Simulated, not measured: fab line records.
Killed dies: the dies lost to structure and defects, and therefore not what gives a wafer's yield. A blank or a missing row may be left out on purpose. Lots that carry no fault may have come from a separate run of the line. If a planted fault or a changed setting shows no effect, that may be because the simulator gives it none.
The tool behind it: which one? || flow sky130 || at 1 step of a route of 708, 11 lots with 33 wafers sampled

## WHAT EACH GAUGE READ, for each wafer
SKY_SONOS_ONO_OVL_MEAS_14.
{"lot": "L951", "measured": "day 12 20:38", "on": "overlay-01", "SONOS_ONO_OVL (nm)": "1.1 4.2 1.3"}
{"lot": "L952", "measured": "day 13 05:20", "on": "overlay-02", "SONOS_ONO_OVL (nm)": "1.5 1.6 2.8"}
{"lot": "L955", "measured": "day 14 00:07", "on": "overlay-02", "SONOS_ONO_OVL (nm)": "1.2 -0.6 1.3"}
{"lot": "L957", "measured": "day 15 10:43", "on": "overlay-02", "SONOS_ONO_OVL (nm)": "1.8 0.7 2.1"}
{"lot": "L958", "measured": "day 16 12:14", "on": "overlay-01", "SONOS_ONO_OVL (nm)": "-1.0 -2.5 -0.3"}
{"lot": "L961", "measured": "day 16 22:58", "on": "overlay-02", "SONOS_ONO_OVL (nm)": "1.9 1.7 1.7"}
{"lot": "L960", "measured": "day 16 23:08", "on": "overlay-01", "SONOS_ONO_OVL (nm)": "-1.1 -0.2 -0.7"}
{"lot": "L962", "measured": "day 17 00:40", "on": "overlay-02", "SONOS_ONO_OVL (nm)": "1.3 0.6 2.8"}
{"lot": "L971", "measured": "day 19 20:55", "on": "overlay-02", "SONOS_ONO_OVL (nm)": "1.6 1.8 1.1"}
{"lot": "L970", "measured": "day 19 21:12", "on": "overlay-01", "SONOS_ONO_OVL (nm)": "2.7 0.6 -0.7"}
{"lot": "L973", "measured": "day 20 09:26", "on": "overlay-01", "SONOS_ONO_OVL (nm)": "0.9 0.9 1.3"}

## TOOL THAT RAN EACH LOT (tool first, then ch and the chambers of the sampled wafers, then the start)
No process step before these readings appears in the record.

## WHAT THE TOOLS THEMSELVES READ (means of the sampled wafers that have a number; where no wafer has one, the mark that the record gives instead)
The record holds no such reading with a usual standard deviation.

## THE ANSWER, worked out from the rows above alone
Rule: what is usual is taken from the lots themselves. The widest of any qualifying gaps counts: lots, ordered by their means at a reading, are off when they make up no more than a third of the lots, leave a main group of 4 or more, and stand apart from it by 3 or more times the standard deviation of that group's means. If all means in a main group match to the digits the tables above print for the reading, that group is not used. A lot without any number at a reading at which 4 lots or more have one is off too. Where the step has rows for the other lots, those lots are counted as sound. First the gauges in route order, then the tools' own readings, where a lot's mean is used as printed above. At the first step where some lot is off, the reading lying furthest off is the one used; lots without a number count as furthest.
No lot is off on any of the readings shown, so nothing can be concluded from this.

## WHAT THE SIMULATOR HAD INSERTED
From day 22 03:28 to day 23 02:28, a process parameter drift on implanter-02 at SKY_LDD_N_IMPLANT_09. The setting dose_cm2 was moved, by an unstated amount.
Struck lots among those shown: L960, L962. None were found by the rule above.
